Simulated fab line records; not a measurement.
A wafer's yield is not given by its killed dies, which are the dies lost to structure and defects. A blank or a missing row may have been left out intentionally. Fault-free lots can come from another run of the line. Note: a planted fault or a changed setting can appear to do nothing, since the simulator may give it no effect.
fab line records    flow sky130
record: lots: 11  wafers: 32  lastDay: 50
route steps=708 shown VIA1@478 METAL2@483 VIA2@510 CAPM@537 METAL3@567 PAD_OPEN@708
lots that met no fault: taken from a fault-free run of the same line
startH: start of the lot's first displayed wafer, in hours after the record's first day    waitH: time in hours since the lot's previous step    " identical to the entry in the row above    L1.1+2: several wafers, shown together as one row    - no value present, or no start provided    * or withheld: withheld    < > ~ a bound
route shown NAME@n: NAME is a module with steps in the file, n the number in the route of the first one    usual: average and standard deviation across the fault-free wafers    same: alike in all rows    chamber/n: place in a boat    sites: per-site readings    _std_site: the values' standard deviation    _edge_site: inner sites' mean taken away from outer sites' mean    radiusMm: for every site, how far away it sits from the centre of the wafer    mask NAME#n: copy n    behind: the last tool/chamber to shape the wafer    hold: why the lot was held/for how many hours/how that ended    device: the n, p or np transistor that did not switch    end of line: the tests these same wafers got at the end of their route    a step given without rows: its recipe and nothing more    killed: dies that structure and defects cost at the first sort, which is not the same as the wafer's yield    map: a wafer's dies, x killed, . not, _ none there
set.NAME: setting as actually run; set.NAME@STEP: the setting as run at that earlier step    model.NAME: the simulator's own value behind a step, which no gauge read
steps of the route over a sample of lots; a table a step, a row a wafer
services: when a tool's chamber went out of use (startH, in hours from the record's first day, below 0 if earlier), for how many hours, and the reason
== steps ==
step: SKY_VIA1_SPUTTER_20
recipe: material: TiN  targetThkNm: 20  chamberPressurePa: 5  powerW: 4000  timeS: 80
usual: cathodeDcPowerW: 4000.0/0.81  throttleValvePct: 29.7/1
lot.wafer  tool           chamber  startH  waitH  cathodeDcPowerW  throttleValvePct
L887.1     pvdSputter-04  -        792.11  0.0    4000.3           28.3
L887.2     "              -        "       "      4001.2           31.1
L887.3     "              -        "       "      3999.8           29.8
L888.1     pvdSputter-02  -        811.45  0.0    4001.1           29.1
L888.2     "              -        "       "      4000.2           28.2
L888.5     "              -        "       "      4000.8           29.1
L889.2     pvdSputter-04  -        817.88  0.0    4000.4           30.9
L889.4     "              -        "       "      3999.1           28.6
L889.5     "              -        "       "      4000.4           28.7
L890.2     pvdSputter-02  -        824.75  0.0    3999.4           30.2
L890.3     "              -        "       "      4000.5           29.2
L890.5     "              -        "       "      4000.8           29.4
L891.2     pvdSputter-01  -        850.99  0.0    4000.2           30.7
L891.3     "              -        "       "      4000.5           31.5
L891.5     "              -        "       "      4000.4           30.6
L897.2     pvdSputter-02  -        871.94  0.0    3999.9           29.2
L897.5     "              -        "       "      4000.8           28.8
L902.3     pvdSputter-01  -        912.14  0.0    4001.2           30.9
L902.4     "              -        "       "      3999.7           29.5
L902.5     "              -        "       "      4000.0           31.0
L904.2     pvdSputter-02  -        928.09  0.0    4000.4           29.3
L904.4     "              -        "       "      4000.7           28.6
L904.6     "              -        "       "      3999.6           29.2
L906.1     pvdSputter-02  -        941.84  0.0    3998.3           29.2
L906.3     "              -        "       "      4000.1           29.2
L906.6     "              -        "       "      3999.4           30.0
L909.1     pvdSputter-02  -        962.07  0.0    4000.3           29.3
L909.3     "              -        "       "      3998.8           29.3
L909.4     "              -        "       "      3999.6           29.9
L910.2     pvdSputter-01  -        963.39  0.0    3998.9           30.8
L910.3     "              -        "       "      4000.3           30.7
L910.4     "              -        "       "      3999.9           31.3
step: SKY_METAL2_SPUTTER_00
recipe: material: Ti  targetThkNm: 15  powerW: 3000  timeS: 10  chamberPressurePa: 0.4
usual: cathodeDcPowerW: 3000.0/0.58  throttleValvePct: 29.3/0.87
lot.wafer  tool           chamber  startH  waitH  cathodeDcPowerW  throttleValvePct
L887.1     pvdSputter-02  -        792.74  0.1    3000.2           29.4
L887.2     "              -        "       "      2999.4           30.2
L887.3     "              -        "       "      2999.7           28.4
L888.1     pvdSputter-03  -        812.08  0.1    3000.8           29.9
L888.2     "              -        "       "      3000.1           29.1
L888.5     "              -        "       "      3001.3           29.5
L889.2     pvdSputter-02  -        818.52  0.1    2999.9           29.2
L889.4     "              -        "       "      3000.4           29.3
L889.5     "              -        "       "      3000.8           29.2
L890.2     pvdSputter-03  -        825.38  0.2    3000.0           29.2
L890.3     "              -        "       "      2999.8           29.8
L890.5     "              -        "       "      2999.4           29.7
L891.2     pvdSputter-04  -        851.62  0.1    2999.8           27.5
L891.3     "              -        "       "      2999.4           28.2
L891.5     "              -        "       "      2999.8           28.7
L897.2     pvdSputter-03  -        872.57  0.2    3001.6           29.0
L897.5     "              -        "       "      2999.7           29.4
L902.3     pvdSputter-02  -        912.77  0.1    3000.3           29.4
L902.4     "              -        "       "      3001.0           29.1
L902.5     "              -        "       "      2999.5           29.3
L904.2     pvdSputter-02  -        928.72  0.2    2999.9           29.3
L904.4     "              -        "       "      2999.3           30.4
L904.6     "              -        "       "      2999.4           30.5
L906.1     pvdSputter-03  -        942.48  0.1    2999.8           29.4
L906.3     "              -        "       "      2999.8           29.1
L906.6     "              -        "       "      3000.0           29.4
L909.1     pvdSputter-03  -        962.71  0.2    3000.9           29.1
L909.3     "              -        "       "      2999.5           29.3
L909.4     "              -        "       "      3000.3           29.3
L910.2     pvdSputter-04  -        964.02  0.2    3000.1           31.0
L910.3     "              -        "       "      3000.0           30.0
L910.4     "              -        "       "      3000.3           28.4
step: SKY_VIA2_BOW_MEAS_03
recipe: mode: bow
usual: VIA2_BOW: 86/7.8
lot.wafer  tool          chamber  startH  waitH  VIA2_BOW[um]
L887.1     filmMetro-01  -        820.60  0.1    79
L887.2     "             -        "       "      81
L887.3     "             -        "       "      78
L888.1     filmMetro-02  -        840.89  0.2    74
L888.2     "             -        "       "      80
L888.5     "             -        "       "      83
L889.2     filmMetro-01  -        847.40  0.3    91
L889.4     "             -        "       "      93
L889.5     "             -        "       "      86
L890.2     filmMetro-01  -        853.19  0.3    71
L890.3     "             -        "       "      91
L890.5     "             -        "       "      97
L891.2     filmMetro-01  -        879.30  0.2    78
L891.3     "             -        "       "      70
L891.5     "             -        "       "      80
L897.2     filmMetro-01  -        900.07  0.1    80
L897.5     "             -        "       "      93
L902.3     filmMetro-02  -        939.22  0.3    98
L902.4     "             -        "       "      83
L902.5     "             -        "       "      80
L904.2     filmMetro-01  -        954.40  0.3    99
L904.4     "             -        "       "      93
L904.6     "             -        "       "      82
L906.1     filmMetro-04  -        968.49  0.1    92
L906.3     "             -        "       "      86
L906.6     "             -        "       "      92
L909.1     filmMetro-04  -        988.84  0.2    91
L909.3     "             -        "       "      89
L909.4     "             -        "       "      102
L910.2     filmMetro-02  -        989.57  0.3    94
L910.3     "             -        "       "      95
L910.4     "             -        "       "      76
step: SKY_CAPM_CVD_00
recipe: material: SiO2  targetThkNm: 15.5  tempC: 400  timeS: withheld  rfW: 450
usual: heaterPowerW: 706/96  rfFwdPowerW: 439.6/1.6
lot.wafer  tool      chamber  startH   waitH  heaterPowerW  rfFwdPowerW
L887.1     pecvd-04  1        849.01   0.0    662           438.2
L887.2     "         2        "        "      707           440.8
L887.3     "         0        "        "      665           438.9
L888.1     pecvd-03  0        869.38   0.0    751           440.0
L888.2     "         2        "        "      645           441.0
L888.5     "         1        "        "      540           438.5
L889.2     pecvd-01  2        875.94   0.0    858           440.6
L889.4     "         2        "        "      857           440.6
L889.5     "         1        "        "      782           440.6
L890.2     pecvd-03  0        881.04   0.0    801           440.9
L890.3     "         2        "        "      611           441.3
L890.5     "         1        "        "      559           437.9
L891.2     pecvd-03  0        906.68   0.0    827           442.1
L891.3     "         1        "        "      523           439.2
L891.5     "         1        "        "      517           437.6
L897.2     pecvd-03  1        927.37   0.0    563           439.7
L897.5     "         0        "        "      754           438.6
L902.3     pecvd-01  2        964.46   0.0    848           443.1
L902.4     "         0        "        "      783           442.6
L902.5     "         2        "        "      860           440.8
L904.2     pecvd-01  0        980.28   0.0    811           441.0
L904.4     "         1        "        "      873           440.6
L904.6     "         2        "        "      765           439.1
L906.1     pecvd-03  2        994.48   0.0    762           440.6
L906.3     "         1        "        "      549           438.8
L906.6     "         0        "        "      781           439.9
L909.1     pecvd-01  2        1014.02  0.0    788           441.5
L909.3     "         1        "        "      792           437.0
L909.4     "         2        "        "      794           442.6
L910.2     pecvd-03  2        1015.34  0.0    672           440.9
L910.3     "         0        "        "      794           437.6
L910.4     "         2        "        "      663           440.7
step: SKY_CAPM_THK_MEAS_01
recipe: reads: SiO2_of_CAPM_CVD_00
usual: CAPM_CVD_00_THK: 15.47/0.2
lot.wafer  tool          chamber  startH   waitH  CAPM_CVD_00_THK[nm]
L887.1     filmMetro-04  -        849.03   -      15.37
L887.2     "             -        "        "      15.27
L887.3     "             -        "        "      15.00
L888.1     filmMetro-03  -        869.40   -      15.62
L888.2     "             -        "        "      15.63
L888.5     "             -        "        "      15.92
L889.2     filmMetro-04  -        875.97   -      15.09
L889.4     "             -        "        "      15.43
L889.5     "             -        "        "      15.57
L890.2     filmMetro-04  -        881.07   -      15.25
L890.3     "             -        "        "      15.52
L890.5     "             -        "        "      15.74
L891.2     filmMetro-03  -        906.71   -      25.60
L891.3     "             -        "        "      25.63
L891.5     "             -        "        "      15.60
L897.2     filmMetro-04  -        927.40   -      25.57
L897.5     "             -        "        "      15.59
L902.3     filmMetro-04  -        964.50   -      15.32
L902.4     "             -        "        "      15.63
L902.5     "             -        "        "      15.45
L904.2     filmMetro-03  -        980.32   -      15.43
L904.4     "             -        "        "      15.63
L904.6     "             -        "        "      15.61
L906.1     filmMetro-01  -        994.50   -      15.51
L906.3     "             -        "        "      15.26
L906.6     "             -        "        "      15.33
L909.1     filmMetro-04  -        1014.04  -      15.69
L909.3     "             -        "        "      15.45
L909.4     "             -        "        "      15.75
L910.2     filmMetro-03  -        1015.38  -      15.31
L910.3     "             -        "        "      15.34
L910.4     "             -        "        "      15.56
step: SKY_METAL3_ETCH_17
recipe: target: SiO2  stopOn: TiN  chemistry: C4F8/O2/Ar  sourceW: 1500  biasW: 1200  pressureMtorr: 40  c4f8FlowSccm: withheld  O2_flow_sccm: 6  Ar_flow_sccm: 300  timeS: 3.9  targetDepthA: 150
usual: oesProductAu: 0.754/0.0064  rfFwdPowerW: 1471/7.7
lot.wafer  tool        chamber  startH   waitH  oesProductAu  rfFwdPowerW
L887.1     rieDiel-04  0        901.80   0.1    0.751         1474
L887.2     "           3        "        "      0.753         1463
L887.3     "           1        "        "      0.745         1463
L888.1     rieDiel-02  0        922.40   0.1    0.752         1478
L888.2     "           1        "        "      0.761         1468
L888.5     "           2        "        "      0.763         1486
L889.2     rieDiel-02  3        928.03   0.1    0.754         1462
L889.4     "           0        "        "      0.751         1479
L889.5     "           3        "        "      0.749         1468
L890.2     rieDiel-04  2        932.65   0.1    0.752         1479
L890.3     "           3        "        "      0.753         1464
L890.5     "           2        "        "      0.772         1479
L891.2     rieDiel-02  3        957.09   0.1    0.991         1476
L891.3     "           2        "        "      0.981         1468
L891.5     "           2        "        "      0.762         1472
L897.2     rieDiel-02  1        977.19   0.1    0.986         1459
L897.5     "           2        "        "      0.761         1474
L902.3     rieDiel-02  0        1013.16  0.1    0.754         1471
L902.4     "           3        "        "      0.755         1467
L902.5     "           0        "        "      0.752         1470
L904.2     rieDiel-02  1        1027.75  0.1    0.757         1455
L904.4     "           2        "        "      0.755         1471
L904.6     "           3        "        "      0.755         1468
L906.1     rieDiel-03  1        1041.19  0.1    0.748         1473
L906.3     "           2        "        "      0.749         1483
L906.6     "           1        "        "      0.747         1475
L909.1     rieDiel-03  0        1060.59  0.1    0.758         1464
L909.3     "           2        "        "      0.751         1483
L909.4     "           3        "        "      0.757         1472
L910.2     rieDiel-02  0        1062.10  0.1    0.754         1484
L910.3     "           2        "        "      0.743         1470
L910.4     "           0        "        "      0.749         1476
step: SKY_PAD_OPEN_PROBE_99
usual: defectLimitedYield: 82.6/1.8  killed_at_M0_to_M3: 43/6.6  killed_at_M4_up: 2.9/1.6  killedAtContacts: 24/4.9  killedAtFrontEnd: 15/4.5  killedAtOther: 0.2/0.45  killedDies: 86/8.8  killedOpen: 48/6.4  killedShort: 38/5.6
same: grossDies: 492  killedAtBackSide: 0
lot.wafer  tool       chamber  startH   waitH  defectLimitedYield[%]  killed_at_M0_to_M3  killed_at_M4_up  killedAtContacts  killedAtFrontEnd  killedAtOther  killedDies  killedOpen  killedShort
L887.1     prober-01  -        1075.66  0.1    83.5                   39                  3                20                18                1              81          48          33
L887.2     prober-01  -        1075.71  0.1    85.6                   39                  4                16                12                0              71          35          36
L887.3     prober-01  -        1075.76  0.2    84.1                   41                  3                17                16                1              78          44          34
L888.1     prober-02  -        1092.79  0.1    83.5                   47                  7                20                7                 0              81          40          41
L888.2     prober-02  -        1092.84  0.1    81.7                   50                  1                24                14                1              90          49          41
L888.5     prober-02  -        1092.99  0.2    81.5                   52                  2                24                11                2              91          51          40
L889.2     prober-01  -        1097.12  0.1    83.3                   40                  2                27                13                0              82          44          38
L889.4     prober-01  -        1097.22  0.2    84.1                   40                  2                24                12                0              78          45          33
L889.5     prober-01  -        1097.27  0.2    80.7                   49                  4                30                12                0              95          47          48
L890.2     prober-02  -        1102.99  0.1    84.1                   42                  6                19                11                0              78          46          32
L890.3     prober-02  -        1103.04  0.2    81.3                   44                  0                27                21                0              92          55          37
L890.5     prober-02  -        1103.14  0.2    86.0                   42                  6                11                9                 1              69          36          33
L891.2     prober-01  -        1124.79  0.1    81.5                   42                  3                24                22                0              91          49          42
L891.3     prober-01  -        1124.84  0.2    82.5                   49                  3                22                12                0              86          48          38
L891.5     prober-01  -        1124.94  0.2    82.9                   46                  1                24                13                0              84          46          38
L897.2     prober-02  -        1140.08  0.1    83.1                   45                  6                15                17                0              83          45          38
L897.5     prober-02  -        1140.23  0.2    82.5                   44                  2                27                13                0              86          56          30
L902.3     prober-01  -        1167.15  0.2    84.1                   45                  6                20                7                 0              78          39          39
L902.4     prober-01  -        1167.20  0.2    84.1                   38                  5                15                20                0              78          46          32
L902.5     prober-01  -        1167.25  0.2    79.3                   57                  3                30                12                0              102         56          46
L904.2     prober-01  -        1178.73  0.1    83.7                   39                  5                20                16                0              80          46          34
L904.4     prober-01  -        1178.83  0.2    81.7                   51                  2                18                19                0              90          58          32
L904.6     prober-01  -        1178.93  0.2    83.3                   52                  2                17                11                0              82          49          33
L906.1     prober-01  -        1188.24  0.1    81.7                   35                  4                25                26                0              90          56          34
L906.3     prober-01  -        1188.34  0.2    81.3                   38                  2                23                29                0              92          54          38
L906.6     prober-01  -        1188.49  0.2    81.9                   40                  2                26                21                0              89          45          44
L909.1     prober-02  -        1203.78  0.1    78.9                   51                  4                35                14                0              104         58          46
L909.3     prober-02  -        1203.88  0.2    81.5                   43                  7                25                16                0              91          50          41
L909.4     prober-02  -        1203.93  0.2    84.6                   32                  3                26                15                0              76          39          37
L910.2     prober-01  -        1204.85  0.1    83.3                   37                  5                23                17                0              82          49          33
L910.3     prober-01  -        1204.90  0.2    83.1                   46                  2                24                11                0              83          47          36
L910.4     prober-01  -        1204.95  0.2    84.1                   37                  2                20                19                0              78          42          36
killed by level:class
L887.1 VIA1:geometricParticle:open=10 VIA3:geometricParticle:open=6 LI_CONTACT:geometricParticle:open=6 FIELD_ISO:geometricParticle:open=5 CONTACT:geometricParticle:open=5 VIA2:geometricParticle:open=5 METAL3:geometricParticle:short=4 VIA3:geometricParticle:short=4
L887.2 VIA1:geometricParticle:open=12 FIELD_ISO:geometricParticle:short=7 CONTACT:geometricParticle:open=6 METAL2:geometricParticle:short=6 VIA2:geometricParticle:open=5 METAL1:geometricParticle:short=4 METAL4:geometricParticle:short=4 LOCAL_INTERCONNECT:geometricParticle:short=3
L887.3 VIA2:geometricParticle:open=11 VIA1:geometricParticle:open=9 LOCAL_INTERCONNECT:geometricParticle:short=6 FIELD_ISO:geometricParticle:open=3 METAL1:geometricParticle:short=3 POLY_GATE:geometricParticle:open=3 POLY_CUT:geometricParticle:short=3 LI_CONTACT:geometricParticle:open=3
L888.1 VIA1:geometricParticle:open=9 METAL1:geometricParticle:short=8 LI_CONTACT:geometricParticle:open=7 VIA1:geometricParticle:short=7 METAL2:geometricParticle:short=7 CONTACT:geometricParticle:open=6 VIA2:geometricParticle:open=5 LOCAL_INTERCONNECT:geometricParticle:short=4
L888.2 VIA1:geometricParticle:open=12 CONTACT:geometricParticle:open=10 VIA2:geometricParticle:short=8 METAL1:geometricParticle:short=6 VIA3:geometricParticle:open=5 LI_CONTACT:geometricParticle:open=5 FIELD_ISO:geometricParticle:open=4 FIELD_ISO:geometricParticle:short=4
L888.5 VIA2:geometricParticle:open=14 CONTACT:geometricParticle:open=12 VIA1:geometricParticle:open=8 METAL2:geometricParticle:short=7 VIA3:geometricParticle:open=6 VIA1:geometricParticle:short=6 CONTACT:geometricParticle:short=5 VIA2:geometricParticle:short=5
L889.2 CONTACT:geometricParticle:open=11 VIA1:geometricParticle:open=6 LI_CONTACT:geometricParticle:open=6 VIA2:geometricParticle:open=6 VIA1:geometricParticle:short=5 METAL2:geometricParticle:short=5 VIA3:geometricParticle:open=5 FIELD_ISO:geometricParticle:short=4
L889.4 CONTACT:geometricParticle:open=13 VIA2:geometricParticle:open=9 VIA1:geometricParticle:open=7 POLY_GATE:geometricParticle:short=5 METAL2:geometricParticle:short=5 VIA3:geometricParticle:open=5 CONTACT:geometricParticle:short=4 LI_CONTACT:geometricParticle:open=3
L889.5 VIA1:geometricParticle:open=12 CONTACT:geometricParticle:open=10 METAL1:geometricParticle:short=8 POLY_GATE:geometricParticle:short=8 CONTACT:geometricParticle:short=7 LI_CONTACT:geometricParticle:open=6 VIA3:geometricParticle:open=6 METAL2:geometricParticle:short=5
L890.2 VIA1:geometricParticle:open=13 LI_CONTACT:geometricParticle:open=10 METAL1:geometricParticle:short=6 METAL2:geometricParticle:short=5 VIA2:geometricParticle:open=5 POLY_GATE:geometricParticle:open=4 CONTACT:geometricParticle:open=4 METAL4:geometricParticle:short=4
L890.3 LI_CONTACT:geometricParticle:open=10 VIA1:geometricParticle:open=10 CONTACT:geometricParticle:open=9 POLY_GATE:geometricParticle:short=8 VIA3:geometricParticle:open=6 VIA3:geometricParticle:short=6 VIA2:geometricParticle:open=6 POLY_GATE:geometricParticle:open=5
L890.5 VIA1:geometricParticle:open=9 METAL2:geometricParticle:short=5 METAL3:geometricParticle:short=5 VIA2:geometricParticle:open=5 VIA3:geometricParticle:open=5 METAL4:geometricParticle:short=5 LI_CONTACT:geometricParticle:open=4 CONTACT:geometricParticle:open=4
L891.2 LI_CONTACT:geometricParticle:open=8 CONTACT:geometricParticle:open=8 METAL2:geometricParticle:short=7 METAL1:geometricParticle:short=7 VIA1:geometricParticle:open=7 POLY_GATE:geometricParticle:open=6 FIELD_ISO:geometricParticle:open=5 POLY_GATE:geometricParticle:short=5
L891.3 VIA1:geometricParticle:open=11 VIA3:geometricParticle:open=10 METAL2:geometricParticle:short=9 POLY_GATE:geometricParticle:open=6 LI_CONTACT:geometricParticle:open=5 CONTACT:geometricParticle:open=5 LOCAL_INTERCONNECT:geometricParticle:short=5 CONTACT:geometricParticle:short=4
L891.5 VIA1:geometricParticle:open=10 CONTACT:geometricParticle:open=9 VIA2:geometricParticle:open=7 METAL2:geometricParticle:short=6 FIELD_ISO:geometricParticle:open=5 LI_CONTACT:geometricParticle:open=5 METAL1:geometricParticle:short=5 VIA3:geometricParticle:open=5
L897.2 VIA1:geometricParticle:open=11 VIA2:geometricParticle:open=8 FIELD_ISO:geometricParticle:short=6 LI_CONTACT:geometricParticle:open=6 VIA3:geometricParticle:open=6 METAL2:geometricParticle:short=5 VIA3:geometricParticle:short=5 FIELD_ISO:geometricParticle:open=4
L897.5 VIA1:geometricParticle:open=15 CONTACT:geometricParticle:open=11 LI_CONTACT:geometricParticle:open=8 METAL3:geometricParticle:short=5 METAL1:geometricParticle:short=5 VIA2:geometricParticle:open=5 FIELD_ISO:geometricParticle:open=4 VIA3:geometricParticle:open=4
L902.3 VIA1:geometricParticle:open=11 VIA2:geometricParticle:open=8 VIA1:geometricParticle:short=8 CONTACT:geometricParticle:open=6 LI_CONTACT:geometricParticle:open=5 CONTACT:geometricParticle:short=5 METAL1:geometricParticle:short=5 METAL4:geometricParticle:short=5
L902.4 CONTACT:geometricParticle:open=8 VIA1:geometricParticle:open=8 VIA2:geometricParticle:open=7 POLY_GATE:geometricParticle:short=6 METAL1:geometricParticle:short=6 POLY_GATE:geometricParticle:open=5 VIA3:geometricParticle:open=4 METAL4:geometricParticle:short=4
L902.5 VIA1:geometricParticle:open=17 CONTACT:geometricParticle:open=12 METAL1:geometricParticle:short=9 LI_CONTACT:geometricParticle:open=7 METAL2:geometricParticle:short=6 VIA2:geometricParticle:open=6 LOCAL_INTERCONNECT:geometricParticle:short=4 CONTACT:geometricParticle:short=4
L904.2 VIA1:geometricParticle:open=8 VIA3:geometricParticle:open=7 LI_CONTACT:geometricParticle:open=6 CONTACT:geometricParticle:open=6 METAL2:geometricParticle:short=6 CONTACT:geometricParticle:short=5 VIA2:geometricParticle:open=5 FIELD_ISO:geometricParticle:open=4
L904.4 VIA1:geometricParticle:open=20 CONTACT:geometricParticle:open=9 FIELD_ISO:geometricParticle:open=6 POLY_GATE:geometricParticle:short=6 LI_CONTACT:geometricParticle:open=5 METAL2:geometricParticle:short=5 METAL1:geometricParticle:short=5 VIA3:geometricParticle:open=5
L904.6 VIA1:geometricParticle:open=13 VIA2:geometricParticle:open=9 LI_CONTACT:geometricParticle:open=7 VIA1:geometricParticle:short=6 METAL2:geometricParticle:short=6 VIA3:geometricParticle:open=6 CONTACT:geometricParticle:open=5 LOCAL_INTERCONNECT:geometricParticle:short=4
L906.1 CONTACT:geometricParticle:open=11 VIA1:geometricParticle:open=10 POLY_GATE:geometricParticle:open=7 FIELD_ISO:geometricParticle:short=6 VIA2:geometricParticle:open=6 FIELD_ISO:geometricParticle:open=5 CONTACT:geometricParticle:short=5 METAL2:geometricParticle:short=5
L906.3 VIA1:geometricParticle:open=10 LI_CONTACT:geometricParticle:open=9 FIELD_ISO:geometricParticle:open=8 FIELD_ISO:geometricParticle:short=8 POLY_GATE:geometricParticle:short=6 CONTACT:geometricParticle:open=6 METAL1:geometricParticle:short=6 POLY_GATE:geometricParticle:open=5
L906.6 VIA1:geometricParticle:open=11 CONTACT:geometricParticle:short=9 CONTACT:geometricParticle:open=8 FIELD_ISO:geometricParticle:short=7 METAL2:geometricParticle:short=7 VIA3:geometricParticle:open=7 FIELD_ISO:geometricParticle:open=6 LI_CONTACT:geometricParticle:open=6
L909.1 CONTACT:geometricParticle:open=16 VIA1:geometricParticle:open=11 VIA1:geometricParticle:short=8 LI_CONTACT:geometricParticle:open=7 METAL1:geometricParticle:short=6 LI_CONTACT:geometricParticle:short=5 METAL3:geometricParticle:short=5 VIA2:geometricParticle:open=5
L909.3 VIA2:geometricParticle:open=10 CONTACT:geometricParticle:open=7 VIA1:geometricParticle:open=7 METAL2:geometricParticle:short=7 CONTACT:geometricParticle:short=6 VIA3:geometricParticle:open=5 METAL4:geometricParticle:short=5 FIELD_ISO:geometricParticle:open=4
L909.4 POLY_GATE:geometricParticle:open=8 LI_CONTACT:geometricParticle:open=7 METAL2:geometricParticle:short=7 LI_CONTACT:geometricParticle:short=6 CONTACT:geometricParticle:open=6 VIA1:geometricParticle:open=6 VIA1:geometricParticle:short=5 LOCAL_INTERCONNECT:geometricParticle:short=5
L910.2 VIA3:geometricParticle:open=9 LI_CONTACT:geometricParticle:open=8 CONTACT:geometricParticle:open=8 POLY_GATE:geometricParticle:short=6 VIA1:geometricParticle:open=6 VIA2:geometricParticle:open=5 METAL1:geometricParticle:short=5 FIELD_ISO:geometricParticle:short=4
L910.3 LI_CONTACT:geometricParticle:open=10 VIA1:geometricParticle:open=10 VIA3:geometricParticle:open=8 VIA2:geometricParticle:open=6 VIA2:geometricParticle:short=6 VIA3:geometricParticle:short=5 FIELD_ISO:geometricParticle:open=4 METAL2:geometricParticle:short=4
L910.4 CONTACT:geometricParticle:open=10 METAL1:geometricParticle:short=8 METAL2:geometricParticle:short=7 VIA1:geometricParticle:open=6 VIA2:geometricParticle:open=6 FIELD_ISO:geometricParticle:short=5 POLY_GATE:geometricParticle:open=5 LOCAL_INTERCONNECT:geometricParticle:short=5
== services ==
tool           chamber  startH   hours  kind
rieDiel-04     2        771.75   20.0   repair
pvdSputter-04  -        780.60   9.8    repair
pvdSputter-03  -        783.06   4.4    repair
rieDiel-02     -        795.79   0.6    repair
pecvd-01       -        815.00   0.5    repair
rieDiel-02     -        815.16   4.3    pm
pvdSputter-01  -        832.34   1.9    repair
pecvd-01       -        854.90   6.0    pm
pecvd-01       -        890.63   1.1    repair
pvdSputter-04  -        914.20   7.8    repair
pvdSputter-03  -        914.28   8.7    repair
pvdSputter-01  -        916.24   2.6    repair
rieDiel-02     2        946.10   2.4    repair
pvdSputter-03  -        955.17   2.2    repair
pvdSputter-04  -        970.04   1.4    repair
pvdSputter-02  -        972.47   2.1    repair
pvdSputter-04  -        985.09   1.1    repair
pvdSputter-04  -        989.58   3.3    repair
rieDiel-02     3        993.78   1.5    repair
pvdSputter-01  -        994.09   2.0    repair
rieDiel-02     0        994.21   11.4   repair
rieDiel-02     0        1044.57  1.6    repair
rieDiel-02     1        1051.59  2.6    repair
rieDiel-02     3        1060.51  4.9    repair
== key ==
firstSign: step: SKY_CAPM_THK_MEAS_01  reading: CAPM_CVD_00_THK  direction: up  sigmas: 51  usual: 15.47  struck: 25.60
effect: step: SKY_METAL3_ETCH_17  reading: oesProductAu  direction: up  sigmas: 36  usual: 0.754  struck: 0.986
metAt SKY_CAPM_CVD_00
struckLots L891,L897
struckWafers L891.2,L891.3,L897.2
notActingAt SKY_VIA1_SPUTTER_20,SKY_METAL2_SPUTTER_00,SKY_VIA2_BOW_MEAS_03
onsetBetween 881.04 906.68
fault: kind: processParameterDrift  tool: pecvd-03  chamber: -  onsetH: 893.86  steps: SKY_CAPM_CVD_00  channel: targetThkNm  offset: 10.361  shape: step  endH: 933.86  scope: struckWafersOnly  actsIn: theseRecipesOnly  stated: 15.5
